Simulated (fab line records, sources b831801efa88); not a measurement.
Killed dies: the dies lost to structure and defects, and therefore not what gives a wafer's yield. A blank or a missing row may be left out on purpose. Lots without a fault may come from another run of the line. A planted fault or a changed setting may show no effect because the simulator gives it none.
Which tool did it? -- flow sky130 -- 42 wafers from 14 lots sampled at 4 of the route's 708 steps

## WHAT EACH GAUGE READ, for each wafer
SKY_VT_ADJUST_NCORE_OVL_MEAS_08. Usual: VT_ADJUST_NCORE_OVL gives -0.1 nm (standard deviation 1.4).
lot,measured,on,VT_ADJUST_NCORE_OVL (nm),flag
L455,day 8 22:28,overlay-02,0.0 -0.8 1.7,
L456,day 9 15:30,overlay-02,-0.8 -2.1 -3.2,
L458,day 9 18:22,overlay-02,1.1 2.5 -0.2,
L457,day 9 19:07,overlay-02,-1.3 -2.2 -1.3,
L459,day 10 09:25,overlay-01,3.8 0.1 1.6,
L460,day 10 22:22,overlay-01,3.1 -0.5 0.7,
L462,day 11 05:22,overlay-01,1.4 -0.9 -1.1,
L461,day 11 06:25,overlay-02,1.1 -2.1 -0.4,
L463,day 11 07:19,overlay-02,-1.0 -1.3 -1.1,
L466,day 12 03:46,overlay-02,0.4 1.5 -1.1,
L473,day 14 01:29,overlay-02,-2.4 -0.2 -2.4,
L474,day 14 12:24,overlay-01,-0.4 0.1 2.7,
L475,day 14 18:55,overlay-01,0.7 1.8 0.6,
L477,day 15 17:56,overlay-02,-1.4 -1.4 -1.2,

SKY_VT_ADJUST_HVTR_CD_MEAS_07: the cd target is 380 nm. Usual: 378.9 nm for cd-nm, sd 2.5.
lot,measured,on,cd-nm (nm),flag
L455,day 9 19:46,cd-sem-01,385.6 383.1 381.7,
L456,day 10 13:30,cd-sem-02,378.1 377.4 375.9,
L458,day 10 16:14,cd-sem-02,380.0 378.6 376.9,
L457,day 10 17:18,cd-sem-02,376.7 375.3 374.4,
L459,day 11 08:04,cd-sem-02,378.2 378.7 377.1,
L460,day 11 22:15,cd-sem-01,376.5 378.0 378.6,
L462,day 12 05:44,cd-sem-02,382.0 379.6 381.1,
L461,day 12 07:09,cd-sem-02,377.1 381.5 378.8,
L463,day 12 07:35,cd-sem-01,379.3 375.8 380.1,
L466,day 13 04:23,cd-sem-01,376.9 377.4 376.3,
L473,day 15 03:12,cd-sem-01,373.6 377.2 377.0,
L474,day 15 15:38,cd-sem-02,377.1 380.5 381.4,
L475,day 15 21:30,cd-sem-02,377.8 378.8 379.7,
L477,day 16 22:00,cd-sem-01,379.0 379.0 381.2,

SKY_SONOS_ONO_THK_MEAS_01. Usual: SONOS_ONO_OXIDATION_THK gives 2.61 nm (standard deviation 0.046).
lot,measured,on,SONOS_ONO_OXIDATION_THK (nm),flag
L455,day 11 20:29,film-metro-02,2.61 2.69 2.71,
L456,day 12 15:28,film-metro-02,2.57 2.66 2.58,
L458,day 12 19:42,film-metro-03,2.59 2.59 2.61,
L457,day 12 19:41,film-metro-04,2.51 2.59 2.55,
L459,day 13 12:04,film-metro-03,2.68 2.65 2.66,
L460,day 14 02:29,film-metro-02,2.60 2.60 2.56,
L462,day 14 11:19,film-metro-04,2.68 2.64 2.67,
L461,day 14 13:48,film-metro-04,2.62 2.56 2.62,
L463,day 14 13:48,film-metro-02,2.67 2.67 2.70,
L466,day 15 13:19,film-metro-04,2.57 2.61 2.54,
L473,day 17 14:41,film-metro-02,2.63 2.65 2.59,
L474,day 18 04:55,film-metro-03,2.60 2.57 2.60,
L475,day 18 10:00,film-metro-02,2.55 2.58 2.53,
L477,day 19 12:33,film-metro-02,2.63 2.61 2.65,

## EACH LOT AND THE TOOL THAT RAN IT (in order: tool; ch and the chambers of the sampled wafers; start)
lot,SKY_SONOS_TUNNEL_SOFTBAKE_03
L455,"litho-track-04 ch 0, day 11 06:02"
L456,"litho-track-01 ch 0, day 12 01:11"
L458,"litho-track-01 ch 0, day 12 04:40"
L457,"litho-track-02 ch 0, day 12 05:42"
L459,"litho-track-04 ch 0, day 12 21:41"
L460,"litho-track-01 ch 0, day 13 11:08"
L462,"litho-track-01 ch 0, day 13 19:19"
L461,"litho-track-02 ch 0, day 13 21:51"
L463,"litho-track-01 ch 0, day 13 21:56"
L466,"litho-track-01 ch 0, day 14 19:50"
L473,"litho-track-02 ch 0, day 16 21:21"
L474,"litho-track-01 ch 0, day 17 10:47"
L475,"litho-track-01 ch 0, day 17 15:47"
L477,"litho-track-01 ch 0, day 18 17:55"
- SKY_SONOS_TUNNEL_SOFTBAKE_03: time 60 s.

## WHAT THE TOOLS THEMSELVES READ (means of the sampled wafers that have a number; where no wafer has one, the mark that the record gives instead)
SKY_SONOS_TUNNEL_SOFTBAKE_03. Usual: 89.04 s for run-length-s, sd 0.16.
lot,tool,run-length-s (s),flag
L455,litho-track-04,88.89,
L456,litho-track-01,89.17,
L458,litho-track-01,89.20,
L457,litho-track-02,88.94,
L459,litho-track-04,88.87,
L460,litho-track-01,89.21,
L462,litho-track-01,101.73,OFF
L461,litho-track-02,88.98,
L463,litho-track-01,101.79,OFF
L466,litho-track-01,101.81,OFF
L473,litho-track-02,88.98,
L474,litho-track-01,89.18,
L475,litho-track-01,89.27,
L477,litho-track-01,89.25,

## THE ANSWER, worked out from the rows above alone
Rule: a lot counts as off when the mean over its wafers that have a number is more than 3 standard deviations away from the usual mean. A lot without any number at a reading at which 4 lots or more have one is off too. Any other lot the step has rows for is counted as sound. After the gauges, taken in route order, come the tools' own readings; for these a lot's mean is taken, as printed above. At the first step where some lot is off, the reading lying furthest off is the one used; lots without a number count as furthest.
Off, at SKY_SONOS_TUNNEL_SOFTBAKE_03 on run-length-s: L462, L463, L466.
If a tool, at that step or one of the process steps before it, ran each lot that is off and ran no sound lot following the first of them, it fits. None of those tried fits.

## WHAT THE SIMULATOR HAD PUT IN
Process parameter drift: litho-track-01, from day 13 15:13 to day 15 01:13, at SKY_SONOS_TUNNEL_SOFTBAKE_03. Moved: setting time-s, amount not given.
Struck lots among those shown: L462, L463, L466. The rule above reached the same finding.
